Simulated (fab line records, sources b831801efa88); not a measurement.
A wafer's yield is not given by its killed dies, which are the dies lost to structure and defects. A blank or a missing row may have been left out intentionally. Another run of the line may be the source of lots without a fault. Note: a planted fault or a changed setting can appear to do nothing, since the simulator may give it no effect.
fab line records    flow sky130    part 1 of 2: steps 1 to 27 of 36
[record] lots = 5  wafers = 15  last-day = 50
route steps=708 shown METAL3@567 VIA3@573 METAL4@598
lots untouched by any fault: they come from a run of this same line in which no faults occurred
start-h: hours from the record's first day to the start of the lot's first wafer shown    wait-h: hours since the lot's step before    " as in the row above    L1.1+2: several wafers, shown together as one row    - no value, or no start was given    * or withheld: withheld    < > ~ a bound
route shown NAME@n: names a module that has steps shown in the file, with the first one's number in the route    usual: mean/standard deviation of fault-free wafers    same: alike in all rows    chamber/n: place in a boat    sites: the reading at each site    _std_site: standard deviation across them    _edge_site: mean of outer sites minus mean of inner sites    radius-mm: how far each site lies from the wafer's centre    mask NAME#n: copy n    behind: the tool/chamber that last shaped the wafer    hold: what put the lot on hold/how long, in hours/how the hold closed    device: which transistor (n, p or np) failed to switch    end of line: the same wafers' tests at the end of the route    a step given without rows: its recipe and nothing more    killed: at the first sort, the dies lost to defects and structure; wafer yield is something else    map: dies across one wafer; x = killed, . = not, _ = none there
set.NAME: the run value of the setting; set.NAME@STEP: its run value at that earlier step    model.NAME: the simulator's own value behind a step, which no gauge read
lots at selected steps of the route; one table per step, one row per wafer
services: from which hour (start-h, from the record's first day; less than 0 if before it) a tool's chamber was out of use, for how many hours, and why
[[steps]]
[step SKY_METAL3_ETCH_17]
[recipe] target = SiO2  stop-on = TiN  chemistry = C4F8/O2/Ar  source-w = 1500  bias-w = 1200  pressure-mtorr = 40  c4f8-flow-sccm = withheld  O2_flow_sccm = 6  Ar_flow_sccm = 300  time-s = 3.9  target-depth-a = 150
[usual] oes-product-au = 0.753/0.0065
lot.wafer  tool         chamber  start-h  wait-h  oes-product-au  rf-hours-counter-h
L078.1     rie-diel-01  3        947.77   0.1     0.751           18
L078.2     "            0        "        "       0.746           5
L078.4     "            1        "        "       0.754           21
L084.2     rie-diel-01  3        985.16   0.1     0.758           19
L084.4     "            1        "        "       0.760           22
L084.6     "            3        "        "       0.750           -
L090.2     rie-diel-01  1        1022.54  0.1     0.749           23
L090.3     "            0        "        "       0.750           8
L090.4     "            2        "        "       0.763           13
L095.1     rie-diel-01  0        1056.77  0.1     0.756           9
L095.3     "            2        "        "       0.751           14
L095.4     "            2        "        "       0.759           -
L096.1     rie-diel-02  2        1063.80  0.2     0.750           20
L096.5     "            3        "        "       0.753           -
L096.6     "            2        "        "       0.747           -
[step SKY_METAL3_METAL_ETCH_18]
[recipe] target-depth-a = 8450  stop-on = SiO2  over-etch-frac = 0.3  time-s = 183.1  chemistry = Cl2/BCl3  resist-sidewall-deg = 88  pressure-mtorr = 10  icp-w = 900  bias-w = 48.5  Cl2_flow_sccm = 60  bcl3-flow-sccm = 30
[usual] drypump-motor-current-A = 5.9/0.68  oes-product-au = 0.863/0.0064  throttle-valve-pct = 22.263/0.01
lot.wafer  tool          chamber  start-h  wait-h  drypump-motor-current-A  oes-product-au  rf-hours-counter-h  throttle-valve-pct
L078.1     rie-metal-04  0        947.79   0.0     5.1                      0.857           2                   22.264
L078.2     "             1        "        "       6.1                      0.863           6                   22.264
L078.4     "             0        "        "       5.1                      0.863           -                   22.246
L084.2     rie-metal-01  0        985.18   0.0     6.5                      0.869           15                  22.265
L084.4     "             0        "        "       6.4                      0.869           -                   22.258
L084.6     "             0        "        "       6.5                      0.854           -                   22.257
L090.2     rie-metal-02  0        1022.56  0.0     4.7                      0.858           20                  22.266
L090.3     "             0        "        "       4.7                      0.865           -                   22.263
L090.4     "             1        "        "       6.5                      0.861           -                   22.281
L095.1     rie-metal-02  1        1056.79  0.0     6.5                      0.861           17                  22.274
L095.3     "             1        "        "       6.5                      0.852           -                   22.276
L095.4     "             1        "        "       6.5                      0.858           -                   22.276
L096.1     rie-metal-01  0        1063.82  0.0     6.5                      0.865           20                  22.274
L096.5     "             0        "        "       6.5                      0.856           -                   22.229
L096.6     "             1        "        "       5.8                      0.864           -                   22.267
[step SKY_METAL3_STRIP_19]
[recipe] chemistry = O2/N2  power-w = 1400  pressure-mtorr = 1500  platen-temp-c = withheld  o2-flow-sccm = 3000  n2-flow-sccm = 300  overash-fraction = 0.5
[usual] drypump-motor-current-A = 5.6/0.48  oes-product-au = 0.502/0.0052  strip-time-to-endpoint-s = 6.52/0.06
lot.wafer  tool             chamber  start-h  wait-h  drypump-motor-current-A  oes-product-au  rf-hours-counter-h  strip-time-to-endpoint-s
L078.1     plasma-asher-04  0        947.97   0.1     5.0                      0.506           113                 6.55
L078.2     "                1        "        "       6.3                      0.499           113                 6.47
L078.4     "                1        "        "       6.3                      0.504           -                   6.59
L084.2     plasma-asher-01  1        985.36   0.1     6.1                      0.514           56                  6.58
L084.4     "                0        "        "       5.0                      0.505           -                   6.62
L084.6     "                0        "        "       5.0                      0.503           -                   6.54
L090.2     plasma-asher-03  1        1022.73  0.1     5.8                      0.510           30                  6.59
L090.3     "                1        "        "       5.8                      0.505           -                   6.59
L090.4     "                0        "        "       5.6                      0.495           -                   6.52
L095.1     plasma-asher-03  0        1057.14  0.3     5.5                      0.504           33                  6.43
L095.3     "                1        "        "       5.8                      0.499           -                   6.47
L095.4     "                0        "        "       5.5                      0.501           -                   6.42
L096.1     plasma-asher-03  0        1064.00  0.1     5.6                      0.513           34                  6.52
L096.5     "                0        "        "       5.6                      0.498           -                   6.57
L096.6     "                1        "        "       5.8                      0.500           -                   6.53
[step SKY_METAL3_STRIP_20]
[recipe] chemistry = post-etch-residue-remover  time-s = 1200  temp-c = 72.5
[usual] bath-guard-temp-C = 72.71/0.3
lot.wafer  tool          chamber  start-h  wait-h  bath-guard-temp-C
L078.1     wet-bench-02  2        948.07   0.1     72.52
L078.2     "             2        "        "       72.54
L078.4     "             2        "        "       72.79
L084.2     wet-bench-03  1        985.46   0.1     72.54
L084.4     "             1        "        "       72.38
L084.6     "             1        "        "       72.62
L090.2     wet-bench-02  2        1022.83  0.1     72.80
L090.3     "             2        "        "       72.46
L090.4     "             2        "        "       72.58
L095.1     wet-bench-03  2        1057.24  0.1     72.50
L095.3     "             2        "        "       72.37
L095.4     "             2        "        "       72.49
L096.1     wet-bench-03  0        1064.10  0.1     72.52
L096.5     "             0        "        "       72.48
L096.6     "             0        "        "       72.90
[step SKY_METAL3_CLEAN_21]
[recipe] chemistry = IPA  time-s = 180  temp-c = 25
lot.wafer   tool          chamber  start-h  wait-h
L078.1+2+4  wet-bench-03  1        948.41   0.0
L084.2+4+6  wet-bench-04  3        985.83   0.0
L090.2+3+4  wet-bench-03  2        1023.24  0.0
L095.1+3+4  wet-bench-02  3        1057.59  0.0
L096.1+5+6  wet-bench-04  1        1064.44  0.0
[step SKY_METAL3_CLEAN_22]
[recipe] chemistry = O3/DIW  dry = n2-spin
lot.wafer   tool          chamber  start-h  wait-h
L078.1+2+4  wet-bench-04  0        948.47   0.0
L084.2+4+6  wet-bench-02  3        985.89   0.0
L090.2+3+4  wet-bench-02  1        1023.30  0.0
L095.1+3+4  wet-bench-03  1        1057.64  0.0
L096.1+5+6  wet-bench-03  0        1064.50  0.0
[step SKY_VIA3_HDPCVD_00]
[recipe] material = SiO2  target-thk-nm = 1635  sigma-open-frac = 0.3  time-s = 272.5  temp-c = 400  sih4-flow-sccm = 60  pressure-mtorr = 6
lot.wafer   tool       chamber  start-h  wait-h
L078.1+2+4  hdpcvd-02  2,0,1    948.56   0.0
L084.2+4+6  hdpcvd-02  0,0,1    985.98   0.0
L090.2+3+4  hdpcvd-02  0,1,0    1023.41  0.0
L095.1+3+4  hdpcvd-02  0,2,2    1057.74  0.0
L096.1+5+6  hdpcvd-01  1,1,0    1064.59  0.0
[step SKY_VIA3_THK_MEAS_01]
[recipe] reads = SiO2_of_VIA3_HDPCVD_00
[usual] VIA3_HDPCVD_THK = 1634/17
lot.wafer  tool           chamber  start-h  wait-h  VIA3_HDPCVD_THK[nm]
L078.1     film-metro-02  -        948.73   0.1     1636
L078.2     "              -        "        "       1658
L078.4     "              -        "        "       1636
L084.2     film-metro-01  -        986.16   0.1     1613
L084.4     "              -        "        "       1638
L084.6     "              -        "        "       1613
L090.2     film-metro-01  -        1023.59  0.1     1633
L090.3     "              -        "        "       1598
L090.4     "              -        "        "       1622
L095.1     film-metro-02  -        1057.90  0.1     1640
L095.3     "              -        "        "       1616
L095.4     "              -        "        "       1623
L096.1     film-metro-01  -        1064.76  0.1     1642
L096.5     "              -        "        "       1644
L096.6     "              -        "        "       1630
[step SKY_VIA3_CMP_02]
[recipe] material = SiO2  down-force-psi = 4  platen-rpm = 60  pad-velocity-m-s = 0.94248
[usual] motor-current-A = 11.5/1.5
lot.wafer  tool    chamber  start-h  wait-h  motor-current-A
L078.2     cmp-01  2        948.91   0.2     14.4
L078.1     "       0        "        "       12.2
L078.4     "       1        "        "       10.0
L084.4     cmp-01  0        986.21   0.0     11.9
L084.2     "       1        "        "       9.7
L084.6     "       1        "        "       9.5
L090.4     cmp-01  0        1023.64  0.0     12.5
L090.3     "       1        "        "       9.4
L090.2     "       3        "        "       10.6
L095.1     cmp-02  2        1057.96  0.1     10.1
L095.3     "       0        "        "       11.8
L095.4     "       1        "        "       11.6
L096.1     cmp-01  3        1064.93  0.2     10.6
L096.6     "       2        "        "       14.4
L096.5     "       3        "        "       10.5
[step SKY_VIA3_BOW_MEAS_03]
[recipe] mode = bow
[usual] VIA3_BOW = 79/7.7
lot.wafer  tool           chamber  start-h  wait-h  VIA3_BOW[um]
L078.1     film-metro-02  -        949.21   0.1     79
L078.2     "              -        "        "       82
L078.4     "              -        "        "       71
L084.2     film-metro-03  -        986.53   0.2     70
L084.4     "              -        "        "       83
L084.6     "              -        "        "       89
L090.2     film-metro-01  -        1023.96  0.1     100
L090.3     "              -        "        "       82
L090.4     "              -        "        "       91
L095.1     film-metro-03  -        1058.26  0.2     81
L095.3     "              -        "        "       85
L095.4     "              -        "        "       88
L096.1     film-metro-01  -        1065.18  0.2     74
L096.5     "              -        "        "       79
L096.6     "              -        "        "       85
[step SKY_VIA3_DEHYDRATE_04]
[recipe] temp-c = 200  time-s = 60
[usual] heater-power-total-W = 160.38/0.14
lot.wafer  tool            chamber  start-h  wait-h  heater-power-total-W
L078.1     litho-track-02  0        961.11   11.9    160.59
L078.2     "               0        "        "       160.39
L078.4     "               0        "        "       160.46
L084.2     litho-track-04  0        997.46   10.9    160.29
L084.4     "               0        "        "       160.56
L084.6     "               0        "        "       160.21
L090.2     litho-track-01  0        1035.33  11.4    160.43
L090.3     "               0        "        "       160.53
L090.4     "               0        "        "       160.24
L095.1     litho-track-02  0        1068.56  10.3    160.44
L095.3     "               0        "        "       160.26
L095.4     "               0        "        "       160.41
L096.1     litho-track-02  0        1075.46  10.3    160.30
L096.5     "               0        "        "       160.61
L096.6     "               0        "        "       160.36
[step SKY_VIA3_HMDS_05]
[recipe] prime-time-s = 60  prime-temp-c = 120
lot.wafer   tool            chamber  start-h  wait-h
L078.1+2+4  litho-track-02  0        961.26   0.1
L084.2+4+6  litho-track-04  0        997.61   0.1
L090.2+3+4  litho-track-01  0        1035.48  0.1
L095.1+3+4  litho-track-02  0        1068.71  0.1
L096.1+5+6  litho-track-02  0        1075.61  0.1
[step SKY_VIA3_COAT_06]
[recipe] resist = BARC  temp-c = withheld  time-s = withheld  spin-rpm = 3000  resist-thk-nm = 60
lot.wafer   tool            chamber  start-h  wait-h
L078.1+2+4  litho-track-02  0        961.41   0.1
L084.2+4+6  litho-track-04  0        997.76   0.1
L090.2+3+4  litho-track-01  0        1035.63  0.1
L095.1+3+4  litho-track-02  0        1068.86  0.1
L096.1+5+6  litho-track-02  0        1075.76  0.1
[step SKY_VIA3_COAT_07]
[recipe] resist = KrF-thick  spin-rpm = 3000  resist-thk-nm = 450
lot.wafer   tool            chamber  start-h  wait-h
L078.1+2+4  litho-track-02  0        -        -
L084.2+4+6  litho-track-04  0        -        -
L090.2+3+4  litho-track-01  0        -        -
L095.1+3+4  litho-track-02  0        -        -
L096.1+5+6  litho-track-02  0        -        -
[step SKY_VIA3_SOFTBAKE_08]
[recipe] temp-c = 100  time-s = 90  resist = KrF-thick
[usual] heater-power-total-W = 57.36/0.12
lot.wafer  tool            chamber  start-h  wait-h  heater-power-total-W
L078.1     litho-track-02  0        -        -       57.25
L078.2     "               0        "        "       57.40
L078.4     "               0        "        "       57.58
L084.2     litho-track-04  0        -        -       57.18
L084.4     "               0        "        "       57.46
L084.6     "               0        "        "       57.32
L090.2     litho-track-01  0        -        -       57.52
L090.3     "               0        "        "       57.45
L090.4     "               0        "        "       57.22
L095.1     litho-track-02  0        -        -       57.53
L095.3     "               0        "        "       57.21
L095.4     "               0        "        "       57.29
L096.1     litho-track-02  0        -        -       57.28
L096.5     "               0        "        "       57.32
L096.6     "               0        "        "       57.13
[step SKY_VIA3_EXPOSE_09]
[recipe] mask-id = VIM3  na = 0.8  source-shape = annular  sigma-inner = 0.55  sigma-outer = 0.85  target-cd-nm = 200  dose-mj = 38
lot.wafer   tool            chamber  start-h  wait-h  mask
L078.1+2+4  krf-scanner-02  0        -        -       VIM3#0
L084.2+4+6  krf-scanner-02  0        -        -       VIM3#0
L090.2+3+4  krf-scanner-02  0        -        -       VIM3#0
L095.1+3+4  krf-scanner-01  0        -        -       VIM3#0
L096.1+5+6  krf-scanner-01  0        -        -       VIM3#0
[step SKY_VIA3_PEB_10]
[recipe] peb-temp-c = withheld  peb-time-s = withheld  resist = KrF-thick
lot.wafer   tool            chamber  start-h  wait-h
L078.1+2+4  litho-track-04  0        -        -
L084.2+4+6  litho-track-02  0        -        -
L090.2+3+4  litho-track-04  0        -        -
L095.1+3+4  litho-track-02  0        -        -
L096.1+5+6  litho-track-02  0        -        -
[step SKY_VIA3_DEVELOP_11]
[recipe] develop-time-s = 60  resist = KrF-thick  dev-temp-c = 21
[usual] developer-temp-C = 20.98/0.099
lot.wafer  tool            chamber  start-h  wait-h  developer-temp-C
L078.1     litho-track-04  0        -        -       21.09
L078.2     "               0        "        "       21.03
L078.4     "               0        "        "       21.09
L084.2     litho-track-02  0        -        -       21.01
L084.4     "               0        "        "       20.91
L084.6     "               0        "        "       20.93
L090.2     litho-track-04  0        -        -       21.01
L090.3     "               0        "        "       21.06
L090.4     "               0        "        "       20.85
L095.1     litho-track-02  0        -        -       20.96
L095.3     "               0        "        "       20.88
L095.4     "               0        "        "       21.04
L096.1     litho-track-02  0        -        -       21.11
L096.5     "               0        "        "       21.00
L096.6     "               0        "        "       21.11
[step SKY_VIA3_CD_MEAS_12]
[recipe] target-cd-nm = 200
[usual] cd-nm = 200.3/1.4
lot.wafer  tool       chamber  start-h  wait-h  cd-nm
L078.1     cd-sem-01  -        973.88   -       202.6
L078.2     "          -        "        "       202.7
L078.4     "          -        "        "       201.8
L084.2     cd-sem-02  -        1010.53  -       199.1
L084.4     "          -        "        "       199.2
L084.6     "          -        "        "       198.3
L090.2     cd-sem-02  -        1047.55  -       199.1
L090.3     "          -        "        "       198.2
L090.4     "          -        "        "       198.8
L095.1     cd-sem-01  -        1080.11  -       200.7
L095.3     "          -        "        "       198.8
L095.4     "          -        "        "       199.9
L096.1     cd-sem-02  -        1087.06  -       202.5
L096.5     "          -        "        "       201.0
L096.6     "          -        "        "       202.4
[step SKY_VIA3_OVL_MEAS_13]
[usual] VIA3_OVL = -3/4.1
lot.wafer  tool        chamber  start-h  wait-h  VIA3_OVL[nm]
L078.1     overlay-01  -        974.00   0.1     -2
L078.2     "           -        "        "       -1
L078.4     "           -        "        "       -6
L084.2     overlay-01  -        1010.64  0.1     -9
L084.4     "           -        "        "       -8
L084.6     "           -        "        "       -7
L090.2     overlay-01  -        1047.66  0.1     -9
L090.3     "           -        "        "       -2
L090.4     "           -        "        "       -2
L095.1     overlay-01  -        1080.23  0.1     -1
L095.3     "           -        "        "       0
L095.4     "           -        "        "       -3
L096.1     overlay-02  -        1087.18  0.1     0
L096.5     "           -        "        "       -3
L096.6     "           -        "        "       -5
[step SKY_VIA3_ETCH_14]
[recipe] chemistry = N2/H2  target = BARC  ion-energy-ev = 200  source-w = 500  bias-w = 100  pressure-mtorr = 30  n2-flow-sccm = 100  h2-flow-sccm = 200  stop-on = SiO2  time-s = 45.9  target-depth-a = 600
[usual] drypump-motor-current-A = 5.5/0.43  oes-product-au = 0.854/0.0045  throttle-valve-pct = 13.223/0.0097
lot.wafer  tool         chamber  start-h  wait-h  drypump-motor-current-A  oes-product-au  rf-hours-counter-h  throttle-valve-pct
L078.1     rie-diel-03  0        974.04   0.0     6.0                      0.861           7                   13.223
L078.2     "            2        "        "       4.8                      0.848           20                  13.217
L078.4     "            1        "        "       6.1                      0.855           9                   13.222
L084.2     rie-diel-02  3        1010.67  0.0     5.8                      0.857           1                   13.213
L084.4     "            0        "        "       5.9                      0.852           12                  13.211
L084.6     "            0        "        "       5.9                      0.860           -                   13.236
L090.2     rie-diel-02  2        1047.69  0.0     5.5                      0.851           19                  13.223
L090.3     "            3        "        "       5.9                      0.855           3                   13.232
L090.4     "            0        "        "       5.9                      0.861           13                  13.240
L095.1     rie-diel-02  1        1080.27  0.0     5.5                      0.856           7                   13.236
L095.3     "            0        "        "       5.9                      0.854           14                  13.221
L095.4     "            2        "        "       5.5                      0.858           20                  13.221
L096.1     rie-diel-03  0        1087.22  0.0     6.0                      0.856           11                  13.235
L096.5     "            2        "        "       4.8                      0.860           -                   13.202
L096.6     "            3        "        "       5.2                      0.857           -                   13.217
[step SKY_VIA3_ETCH_15]
[recipe] target = SiO2  chemistry = C4F8/O2/Ar  target-depth-nm = 507  stop-on = TiN  mask-material = KrF-thick  source-w = 1500  bias-w = 1200  pressure-mtorr = 40  c4f8-flow-sccm = withheld  O2_flow_sccm = 6  Ar_flow_sccm = 300  time-s = 78
[usual] oes-product-au = 0.945/0.0044
lot.wafer  tool         chamber  start-h  wait-h  oes-product-au  rf-hours-counter-h
L078.1     rie-diel-03  0        974.08   0.0     0.946           7
L078.2     "            2        "        "       0.944           20
L078.4     "            1        "        "       0.943           9
L084.2     rie-diel-02  3        1010.71  0.0     0.941           1
L084.4     "            0        "        "       0.946           12
L084.6     "            0        "        "       0.953           -
L090.2     rie-diel-02  2        1047.73  0.0     0.950           19
L090.3     "            3        "        "       0.943           3
L090.4     "            0        "        "       0.944           13
L095.1     rie-diel-02  1        1080.31  0.0     0.940           7
L095.3     "            0        "        "       0.936           14
L095.4     "            2        "        "       0.953           20
L096.1     rie-diel-03  0        1087.26  0.0     0.948           11
L096.5     "            2        "        "       0.945           -
L096.6     "            3        "        "       0.945           -
[step SKY_VIA3_STRIP_16]
[recipe] chemistry = O2/N2  power-w = 1400  pressure-mtorr = 1500  platen-temp-c = withheld  o2-flow-sccm = 3000  n2-flow-sccm = 300  overash-fraction = 0.5
[usual] drypump-motor-current-A = 5.6/0.38  oes-product-au = 0.402/0.0049  strip-time-to-endpoint-s = 4.140/0.023
lot.wafer  tool             chamber  start-h  wait-h  drypump-motor-current-A  oes-product-au  rf-hours-counter-h  strip-time-to-endpoint-s
L078.1     plasma-asher-02  1        974.14   0.0     5.7                      0.401           84                  4.155
L078.2     "                0        "        "       5.3                      0.397           84                  4.151
L078.4     "                0        "        "       5.3                      0.401           -                   4.153
L084.2     plasma-asher-03  1        1010.77  0.0     5.8                      0.404           28                  4.110
L084.4     "                1        "        "       5.8                      0.405           -                   4.092
L084.6     "                1        "        "       5.8                      0.399           -                   4.096
L090.2     plasma-asher-03  1        1047.79  0.0     5.8                      0.396           32                  4.138
L090.3     "                1        "        "       5.8                      0.401           -                   4.130
L090.4     "                0        "        "       5.6                      0.399           -                   4.114
L095.1     plasma-asher-04  1        1080.37  0.0     6.3                      0.406           2                   4.145
L095.3     "                1        "        "       6.4                      0.413           -                   4.108
L095.4     "                0        "        "       5.0                      0.393           -                   4.122
L096.1     plasma-asher-04  1        1087.32  0.0     6.3                      0.404           2                   4.152
L096.5     "                0        "        "       5.0                      0.409           -                   4.160
L096.6     "                1        "        "       6.3                      0.402           -                   4.183
[step SKY_VIA3_STRIP_17]
[recipe] chemistry = post-etch-residue-remover  time-s = 1200  temp-c = 72.5
[usual] bath-guard-temp-C = 72.7/0.35
lot.wafer  tool          chamber  start-h  wait-h  bath-guard-temp-C
L078.1     wet-bench-03  1        974.24   0.1     73.1
L078.2     "             1        "        "       72.6
L078.4     "             1        "        "       72.7
L084.2     wet-bench-03  0        1010.87  0.1     72.8
L084.4     "             0        "        "       72.8
L084.6     "             0        "        "       73.0
L090.2     wet-bench-02  1        1047.89  0.1     72.5
L090.3     "             1        "        "       72.4
L090.4     "             1        "        "       71.9
L095.1     wet-bench-03  2        1080.47  0.1     72.2
L095.3     "             2        "        "       72.6
L095.4     "             2        "        "       72.5
L096.1     wet-bench-03  3        1087.42  0.1     72.3
L096.5     "             3        "        "       72.5
L096.6     "             3        "        "       72.4
[step SKY_VIA3_CLEAN_18]
[recipe] chemistry = IPA  time-s = 180  temp-c = 25
lot.wafer   tool          chamber  start-h  wait-h
L078.1+2+4  wet-bench-01  2        974.58   0.0
L084.2+4+6  wet-bench-01  2        1011.21  0.0
L090.2+3+4  wet-bench-01  0        1048.23  0.0
L095.1+3+4  wet-bench-01  0        1080.85  0.0
L096.1+5+6  wet-bench-03  1        1087.76  0.0
[step SKY_VIA3_CLEAN_19]
[recipe] chemistry = O3/DIW  dry = n2-spin
lot.wafer   tool          chamber  start-h  wait-h
L078.1+2+4  wet-bench-02  1        974.70   0.0
L084.2+4+6  wet-bench-02  1        1011.27  0.0
L090.2+3+4  wet-bench-03  0        1048.29  0.0
L095.1+3+4  wet-bench-01  3        1080.90  0.0
L096.1+5+6  wet-bench-03  0        1087.82  0.0
[step SKY_VIA3_SPUTTER_20]
[recipe] material = TiN  target-thk-nm = 20  chamber-pressure-pa = 5  power-w = 4000  time-s = 80
[usual] chamber-pressure-pa = 5.000/0.0096  throttle-valve-pct = 30.3/1.4
lot.wafer  tool            chamber  start-h  wait-h  chamber-pressure-pa  throttle-valve-pct
L078.1     pvd-sputter-04  -        974.79   0.0     4.992                30.3
L078.2     "               -        "        "       5.003                30.9
L078.4     "               -        "        "       5.015                29.6
L084.2     pvd-sputter-04  -        1011.37  0.0     5.002                30.7
L084.4     "               -        "        "       5.003                29.7
L084.6     "               -        "        "       4.999                29.0
L090.2     pvd-sputter-02  -        1048.38  0.0     5.000                30.5
L090.3     "               -        "        "       5.012                28.6
L090.4     "               -        "        "       5.015                33.5
L095.1     pvd-sputter-04  -        1081.00  0.0     4.987                29.7
L095.3     "               -        "        "       4.991                29.1
L095.4     "               -        "        "       4.990                30.8
L096.1     pvd-sputter-02  -        1087.91  0.0     5.008                31.6
L096.5     "               -        "        "       5.007                28.6
L096.6     "               -        "        "       5.008                33.5
